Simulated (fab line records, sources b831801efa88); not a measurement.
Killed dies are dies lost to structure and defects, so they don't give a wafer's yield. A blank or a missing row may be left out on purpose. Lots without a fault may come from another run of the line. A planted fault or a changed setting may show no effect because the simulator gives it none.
A struck lot beside a sound one | flow sky130 | 20 steps out of a route of 708
Sound: wafers L307.2, L307.4, L307.6. Struck: wafers L310.1, L310.4, L310.5. The cause comes at the end.
At each step with rows: each side's tool, then ch and its chambers, then its first start. Under that, the readings that differ: sound wafers | struck wafers | difference of the means | sigmas: that difference in standard deviations of wafers without a fault.
alike: readings whose means differ by less than 2 such deviations, and words and numbers that are the same on both sides. not compared: withheld readings, readings that some wafer has no value for, bounds like >300 that may hide the same value, and numbers for which the record gives no deviation and whose values overlap.
The two part at a step that has a row with sigmas, a row that says differs or no value, or rows on one side only. Numbers that don't overlap but have no deviation are shown without sigmas and don't part them. A reading that every wafer of one side lacks parts them only if that side has two wafers or more.

SKY_RES_XHIGH_STRIP_08: strips in O2/N2.
  sound on plasma_asher-04 ch 0,1, day 31 09:35; struck on plasma_asher-02 ch 0, day 32 06:45
  reading                     | sound          | struck         | difference | sigmas
  drypump_motor_current_A (A) | 5.86 5.87 6.00 | 5.34 5.33 5.31 | -0.58      | -2
  alike: chamber_pressure_mTorr, oes_product_au, strip_time_to_endpoint_s
  not compared: rf_hours_counter_h
SKY_RES_XHIGH_TW_MEAS_09:
  sound on film_metro-04, day 31 09:42; struck on film_metro-03, day 32 06:51
  reading      | sound          | struck         | difference | sigmas
  RES_XHIGH_TW | 1630 1629 1640 | 1666 1658 1665 | +30        | +2
then, 7 steps without rows for these wafers: SKY_SD_N_DEHYDRATE_00 (time 60 s); SKY_SD_N_HMDS_01 (prime time 60 s); SKY_SD_N_COAT_02 (resist thk 1140 nm); SKY_SD_N_SOFTBAKE_03 (time 60 s); SKY_SD_N_EXPOSE_04 (exposes mask NSDM, target cd 380 nm); SKY_SD_N_PEB_05; SKY_SD_N_DEVELOP_06 (develop time 60 s).
SKY_SD_N_CD_MEAS_07: target cd 380 nm.
  sound on cd_sem-01, day 32 12:11; struck on cd_sem-01, day 33 09:03
  reading    | sound             | struck            | difference | sigmas
  cd_nm (nm) | 375.2 377.3 375.9 | 382.3 382.4 382.0 | +6.1       | +2
SKY_SD_N_OVL_MEAS_08:
  sound on overlay-02, day 32 12:17; struck on overlay-02, day 33 09:10
  alike: SD_N_OVL
then, 1 step without rows for these wafers: SKY_SD_N_IMPLANT_09.
SKY_SD_N_IMPLANT_10:
  sound on implanter-01 ch 0, day 32 12:30; struck on implanter-01 ch 0, day 33 09:22
  reading            | sound                            | struck                      | difference | sigmas
  dose_ions_cm2      | 1.0019e+14 1.0019e+14 1.0032e+14 | 9.85e+12 9.94e+12 1.012e+13 | -9.03e+13  | -99 or more
  faraday_current_uA | 504 499 486                      | 56 55 57                    | -440       | -13
SKY_SD_N_STRIP_11: strips in O2/N2.
  sound on plasma_asher-01 ch 0,1, day 32 12:37; struck on plasma_asher-01 ch 0,1, day 33 09:31
  reading                      | sound             | struck            | difference | sigmas
  strip_time_to_endpoint_s (s) | 22.62 22.57 22.55 | 22.47 22.52 22.51 | -0.08      | -2
  alike: chamber_pressure_mTorr, drypump_motor_current_A, oes_product_au
  not compared: rf_hours_counter_h
SKY_SD_N_TW_MEAS_12:
  sound on film_metro-03, day 32 12:44; struck on film_metro-03, day 33 09:37
  alike: SD_N_TW
then, 1 step without rows for these wafers: SKY_SD_N_CLEAN_13 (cleans in SC1/SC2, time 150 s).
SKY_SD_N_RTA_14: time 2 s.
  sound on rtp_anneal-02 ch 0, day 32 12:51; struck on rtp_anneal-01 ch 0, day 33 09:43
  alike: chamber_o2_ppm, lamp_power_pct, wafer_temp_C_max
SKY_SD_N_RS_MEAS_16: measures by four-point-probe.
  sound on film_metro-03, day 32 13:02; struck on film_metro-02, day 33 09:53
  reading          | sound             | struck            | difference | sigmas
  SD_N_RS (ohm/sq) | 68.68 68.69 68.72 | 70.30 70.43 70.35 | +1.66      | +10
SKY_SD_N_RS_MEAS_17: measures by four-point-probe.
  sound on film_metro-03, day 32 13:09; struck on film_metro-02, day 33 10:01
  alike: SD_P_RS
-- the record jumps here: 16 days lie between the struck wafers' starts before and after (it left off in module SD_N and takes up again in module PAD_OPEN, whose first step shown is number 708 of the route) --
SKY_PAD_OPEN_PROBE_99:
  sound on prober-02, day 49 05:46; struck on prober-02, day 49 16:52
  reading                            | sound             | struck            | difference | sigmas
  model.etest.res_ndiff.rs_ohm_sq    | 117 117.7 117.5   | 123.4 123.5 123.5 | +6.1       |
  model.etest.res_ndiff_hv.rs_ohm_sq | 111.9 111.7 112.4 | 116.1 116.9 117.1 | +4.7       |
  alike: killed_at_M0_to_M3, killed_at_M4_up, killed_at_contacts, killed_at_front_end, killed_at_other, killed_dies, killed_open, killed_short

WHERE THEY PART
First at SKY_RES_XHIGH_STRIP_08; last, within this record, at SKY_SD_N_RS_MEAS_16. Later steps at which nothing parts them and some readings are alike: SKY_SD_N_RS_MEAS_17, SKY_PAD_OPEN_PROBE_99.

WHY: what the simulator had put in
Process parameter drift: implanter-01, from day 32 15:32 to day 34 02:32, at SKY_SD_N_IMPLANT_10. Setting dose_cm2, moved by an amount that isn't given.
